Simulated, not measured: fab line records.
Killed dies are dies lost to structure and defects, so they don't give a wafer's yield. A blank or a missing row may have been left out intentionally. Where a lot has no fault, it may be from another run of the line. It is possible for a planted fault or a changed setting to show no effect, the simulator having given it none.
Matching of chambers | flow gf180mcu | GF_STI_ETCH_14 on rie-si-01: 4 sister chambers
The step etches Si in HBr/Cl2/O2, target depth 360 nm, time 102.9 s. 16 wafers are shown with their chamber, then 8 later ones without.

== WAFERS WITH THEIR CHAMBER ==
wafer  | chamber | drypump-motor-current-A (A) | run-length-s (s) | oes-product-au (a.u.)
L728.3 | 1       | 5.4                         | 131.3            | 1.009
L728.4 | 3       | 5.6                         | 131.1            | 0.999
L728.5 | 3       | 5.6                         | 131.2            | 1.010
L730.1 | 0       | 6.5                         | 130.9            | 0.994
L730.3 | 2       | 5.5                         | 131.2            | 1.002
L730.6 | 2       | 5.6                         | 130.9            | 1.006
L742.1 | 3       | 5.6                         | 131.2            | 1.019
L742.4 | 1       | 5.5                         | 131.3            | 1.015
L742.6 | 2       | 5.5                         | 131.3            | 1.001
L743.2 | 3       | 5.6                         | 130.8            | 1.019
L743.4 | 1       | 5.4                         | 131.6            | 1.003
L743.5 | 3       | 5.6                         | 131.0            | 1.013
L744.2 | 3       | 5.6                         | 131.1            | 1.012
L744.4 | 0       | 6.5                         | 131.0            | 1.006
L744.6 | 2       | 5.5                         | 131.5            | 0.992
L745.3 | 0       | 6.5                         | 131.0            | 1.006

SIGNATURES, as means of the wafers listed above
reading                 | chamber 0 | chamber 1 | chamber 2 | chamber 3 | scatter within a chamber
drypump-motor-current-A | 6.500     | 5.433     | 5.525     | 5.600     | 0.0344
run-length-s            | 130.967   | 131.400   | 131.225   | 131.067   | 0.175
oes-product-au          | 1.00200   | 1.00900   | 1.00025   | 1.01200   | 0.00674
Rule: for a wafer and a chamber, the distance is found by dividing, reading by reading, the gap between the wafer's reading and the chamber's mean by the reading's scatter, squaring, summing and taking the root. If the next closest chamber is less than 2 further off than the closest, the wafer can't be placed; otherwise it belongs to the closest. The scatter is the square root of a quotient: the sum, over the shown wafers, of each reading's squared deviation from its chamber's mean, divided by wafers minus chambers.

== WAFERS WITHOUT THEIR CHAMBER ==
wafer  | drypump-motor-current-A (A) | run-length-s (s) | oes-product-au (a.u.)
L745.4 | 5.6                         | 130.9            | 1.015
L745.5 | 5.4                         | 131.4            | 1.011
L749.1 | 6.5                         | 130.7            | 1.008
L749.4 | 5.4                         | 131.1            | 1.010
L749.5 | 5.6                         | 130.8            | 1.021
L750.2 | 5.6                         | 130.9            | 1.020
L750.5 | 5.6                         | 131.5            | 1.021
L750.6 | 6.5                         | 130.6            | 1.001

== EACH ONE'S CHAMBER ==
wafer  | from the rows above     | in truth
L745.4 | 3                       | 3
L745.5 | 1                       | 1
L749.1 | 0                       | 0
L749.4 | 1                       | 1
L749.5 | 3                       | 3
L750.2 | 3                       | 3
L750.5 | can't be placed: 3 or 2 | 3
L750.6 | 0                       | 0
7 of 8 placed correctly. Cannot be placed on the basis of these rows: 1; the candidates contain the true chamber in 1. Wrongly placed: 0.
